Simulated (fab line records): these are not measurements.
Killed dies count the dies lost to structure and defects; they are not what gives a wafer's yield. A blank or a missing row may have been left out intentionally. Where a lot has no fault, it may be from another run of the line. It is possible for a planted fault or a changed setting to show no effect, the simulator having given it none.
Comparing a struck lot with a sound one / flow sky130 / 15 steps out of a route of 708
Sound: the wafers L370.2, L370.4, L370.5. Struck: wafer L384.2. The cause is given at the end.
Each step with rows lists, per side, the tool, then ch with its chambers, then its first start. Under that, the readings that differ: sound wafers / struck wafers / difference of the means / sigmas: that difference in standard deviations of wafers without a fault.
alike: readings with means less than 2 such deviations apart, plus words and numbers identical on both sides. not compared: withheld readings, readings lacking a value on some wafer, bounds such as >300 that could conceal the same value, and numbers that have no deviation in the record and whose values overlap.
The two part at a step that has a row with sigmas, a row that says differs or no value, or rows on one side only. Non-overlapping numbers with no deviation appear without sigmas and do not part them. Lack of a reading on every wafer of one side parts them only where that side has two or more wafers.

SKY_LOCAL_INTERCONNECT_THK_MEAS_02: measures by xrf.
  sound on filmMetro-01, day 30 06:52; struck on filmMetro-04, day 34 10:09
reading=LOCAL_INTERCONNECT_TIN_THK (nm); sound=100.7 99.5 101.3; struck=97.4; difference=-3.1; sigmas=-2
then, 8 steps without rows for these wafers: SKY_LOCAL_INTERCONNECT_DEHYDRATE_03 (time 60 s); SKY_LOCAL_INTERCONNECT_HMDS_04 (prime time 60 s); SKY_LOCAL_INTERCONNECT_COAT_05 (resist thk 60 nm); SKY_LOCAL_INTERCONNECT_COAT_06 (resist thk 450 nm); SKY_LOCAL_INTERCONNECT_SOFTBAKE_07 (time 90 s); SKY_LOCAL_INTERCONNECT_EXPOSE_08 (exposes mask LI1M, target cd 170 nm); SKY_LOCAL_INTERCONNECT_PEB_09; SKY_LOCAL_INTERCONNECT_DEVELOP_10 (develop time 60 s).
SKY_LOCAL_INTERCONNECT_CD_MEAS_11 targets a cd of 170 nm.
  sound on cdSem-02, day 31 11:31; struck on cdSem-02, day 35 13:10
  alike: cdNm
SKY_LOCAL_INTERCONNECT_OVL_MEAS_12:
  sound on overlay-01, day 31 11:37; struck on overlay-01, day 35 13:16
  alike: LOCAL_INTERCONNECT_OVL
SKY_LOCAL_INTERCONNECT_ETCH_13: etches BARC in N2/H2, stops on SiO2, time 45.9 s, target depth 60 nm.
  sound on rieMetal-01 ch 0,1, day 31 11:39; struck on rieMetal-04 ch 0, day 35 13:19
  alike: drypumpMotorCurrentA, oesProductAu, throttleValvePct
  not compared: rfHoursCounterH
SKY_LOCAL_INTERCONNECT_METAL_ETCH_14: etches TiN in Cl2/BCl3, stops on PSG, target depth 110 nm, time 31.4 s.
  sound on rieMetal-01 ch 0,1, day 31 11:44; struck on rieMetal-04 ch 0, day 35 13:26
reading=mfcCl2Sccm (sccm); sound=59.85 59.93 59.85; struck=60.22; difference=+0.34; sigmas=+2
reading=oesProductAu (a.u.); sound=0.954 0.948 0.947; struck=0.907; difference=-0.043; sigmas=-6
  alike: bcl3FlowSccm, drypumpMotorCurrentA, throttleValvePct
  not compared: rfHoursCounterH
SKY_LOCAL_INTERCONNECT_STRIP_15: strips in O2/N2.
  sound on plasmaAsher-04 ch 0,1, day 31 11:48; struck on plasmaAsher-02 ch 0, day 35 13:31
  alike: drypumpMotorCurrentA, oesProductAu, stripTimeToEndpointS
  not compared: rfHoursCounterH
next, for these wafers, 1 step has no rows: SKY_PAD_OPEN_PROBE_99.

## WHERE THEY PART
First at SKY_LOCAL_INTERCONNECT_THK_MEAS_02; last, within this record, at SKY_LOCAL_INTERCONNECT_METAL_ETCH_14. Later steps at which nothing parts them and some readings are alike: SKY_LOCAL_INTERCONNECT_STRIP_15.

WHY: what had been put in by the simulator
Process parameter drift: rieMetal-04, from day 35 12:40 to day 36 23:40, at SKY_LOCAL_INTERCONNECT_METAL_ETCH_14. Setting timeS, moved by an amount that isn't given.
